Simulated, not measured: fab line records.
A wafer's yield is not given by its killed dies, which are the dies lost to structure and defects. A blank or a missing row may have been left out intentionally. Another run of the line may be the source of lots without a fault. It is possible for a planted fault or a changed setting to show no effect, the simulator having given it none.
Comparing a struck lot with a sound one + flow sky130 + 15 steps out of a route of 708
Sound: wafers L711.3, L711.4, L711.6. Struck: wafers L707.1, L707.2, L707.5. Last of all comes the cause.
Each step with rows lists, per side, the tool, then ch with its chambers, then its first start. Under that, the readings that differ: sound wafers + struck wafers + difference of the means + sigmas: that difference in standard deviations of wafers without a fault.
alike: readings whose means differ by less than 2 such deviations, and words and numbers that are the same on both sides. not compared: withheld readings, readings that some wafer has no value for, bounds like >300 that may hide the same value, and numbers for which the record gives no deviation and whose values overlap.
The two part at a step that has a row with sigmas, a row that says differs or no value, or rows on one side only. Non-overlapping numbers with no deviation appear without sigmas and do not part them. A reading that every wafer of one side lacks parts them only if that side has two wafers or more.

SKY_CAP2M_THK_MEAS_01:
  sound on film metro-04, day 44 12:58; struck on film metro-04, day 44 06:04
  alike: CAP2M_CVD_00_THK
SKY_CAP2M_SPUTTER_02: material TiN, target thk 200 nm, time 166.7 s.
  sound on pvd sputter-04, day 44 13:00; struck on pvd sputter-02, day 44 06:07
  alike: throttle valve pct
SKY_CAP2M_RS_MEAS_03: uses a four-point probe to measure.
  sound on film metro-02, day 44 13:09; struck on film metro-01, day 44 06:16
| reading               | sound          | struck         | difference | sigmas |
|-----------------------|----------------|----------------|------------|--------|
| CAP2M_TIN_RS (ohm/sq) | 6.85 6.67 6.62 | 6.97 6.95 6.95 | +0.24      | +2     |
SKY_CAP2M_THK_MEAS_04: measures by xrf.
  sound on film metro-02, day 44 13:15; struck on film metro-01, day 44 06:23
| reading            | sound       | struck      | difference | sigmas |
|--------------------|-------------|-------------|------------|--------|
| CAP2M_TIN_THK (nm) | 203 209 210 | 198 199 199 | -9         | -3     |
then, 7 steps without rows for these wafers: SKY_CAP2M_DEHYDRATE_05 (time 60 s); SKY_CAP2M_HMDS_06 (prime time 60 s); SKY_CAP2M_COAT_07 (resist thk 1140 nm); SKY_CAP2M_SOFTBAKE_08 (time 60 s); SKY_CAP2M_EXPOSE_09 (exposes mask CAP2M, target cd 1000 nm); SKY_CAP2M_PEB_10; SKY_CAP2M_DEVELOP_11 (develop time 60 s).
SKY_CAP2M_OVL_MEAS_12:
  sound on overlay-01, day 45 10:07; struck on overlay-02, day 45 03:10
| reading        | sound        | struck         | difference | sigmas |
|----------------|--------------|----------------|------------|--------|
| CAP2M_OVL (nm) | 1.0 0.4 -0.5 | -3.7 -3.8 -3.9 | -4.1       | -2     |
SKY_CAP2M_METAL_ETCH_13: etches TiN in Cl2/BCl3, stops on SiO2, target depth 220 nm, time 62.9 s.
  sound on rie metal-03 ch 0,1, day 45 10:10; struck on rie metal-04 ch 0,1, day 45 03:11
  no value came back on the struck wafers for any of 7 readings (bcl3 flow sccm (sccm), bias w (W) and others); on the sound wafers bcl3 flow sccm (sccm) reads 29.99 30.11 30.05
| reading                                    | sound             | struck         | difference | sigmas |
|--------------------------------------------|-------------------|----------------|------------|--------|
| model.NOVOLAK_of_CAP2M_COAT_07.thk nm (nm) | 992.8 993.8 995.4 | 1144 1139 1140 | +147       |        |
  not compared: rf hours counter h
SKY_CAP2M_STRIP_14: strips in O2/N2.
  sound on plasma asher-01 ch 0,1, day 45 10:15; struck on plasma asher-04 ch 0,1, day 45 03:16
| reading                      | sound             | struck            | difference | sigmas |
|------------------------------|-------------------|-------------------|------------|--------|
| strip time to endpoint s (s) | 12.66 12.66 12.67 | 14.23 14.18 14.16 | +1.53      | +42    |
  alike: chamber pressure mTorr, drypump motor current A, oes product au
  not compared: rf hours counter h
then, 1 step without rows for these wafers: SKY_CAP2M_STRIP_15 (strips in post etch residue remover, time 1200 s).

WHERE THEY PART
First at SKY_CAP2M_RS_MEAS_03; last, within this record, at SKY_CAP2M_STRIP_14.

WHY: the cause the simulator had injected
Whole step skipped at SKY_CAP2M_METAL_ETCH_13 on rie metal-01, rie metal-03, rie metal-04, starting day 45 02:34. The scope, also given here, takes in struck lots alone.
